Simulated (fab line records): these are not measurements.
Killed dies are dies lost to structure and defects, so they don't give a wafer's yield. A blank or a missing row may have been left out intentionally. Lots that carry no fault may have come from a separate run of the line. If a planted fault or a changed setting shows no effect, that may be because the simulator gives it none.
Which tool did it? -- flow gf180mcu -- 7 lots (21 wafers sampled), 1 step of a 602-step route

WHAT EACH GAUGE READ, for each wafer
GF_CONTACT_THK_MEAS_01.
lot,measured,on,CONTACT_CVD_00_THK (nm)
L306,day 16 12:31,film metro-01,297.9 298.1 295.4
L308,day 17 10:09,film metro-01,296.7 295.5 298.1
L314,day 20 05:10,film metro-03,305.0 298.6 299.0
L317,day 20 23:53,film metro-03,301.8 299.5 298.2
L320,day 21 20:26,film metro-01,302.3 301.1 299.6
L323,day 22 11:11,film metro-03,295.7 295.3 298.4
L325,day 23 03:16,film metro-04,300.6 299.9 296.9

EACH LOT AND THE TOOL THAT RAN IT (in order: tool; ch and the chambers of the sampled wafers; start)
The record holds no process step before these readings.

THE ANSWER, worked out from the rows above alone
Rule: usual is defined by the lots themselves. Put in order of their means at a reading, lots are off if they are a third of the lots or fewer, leave a main group of 4 or more, and stand apart from it by a gap of 3 or more times the standard deviation of the main group's means; of several such gaps the widest counts. If all means in a main group match to the digits the tables above print for the reading, that group is not used. A lot without any number at a reading at which 4 lots or more have one is off too. Any other lot the step has rows for is counted as sound.
No lot is off on any of the readings shown, so nothing can be concluded from this.

WHAT THE SIMULATOR HAD PUT IN
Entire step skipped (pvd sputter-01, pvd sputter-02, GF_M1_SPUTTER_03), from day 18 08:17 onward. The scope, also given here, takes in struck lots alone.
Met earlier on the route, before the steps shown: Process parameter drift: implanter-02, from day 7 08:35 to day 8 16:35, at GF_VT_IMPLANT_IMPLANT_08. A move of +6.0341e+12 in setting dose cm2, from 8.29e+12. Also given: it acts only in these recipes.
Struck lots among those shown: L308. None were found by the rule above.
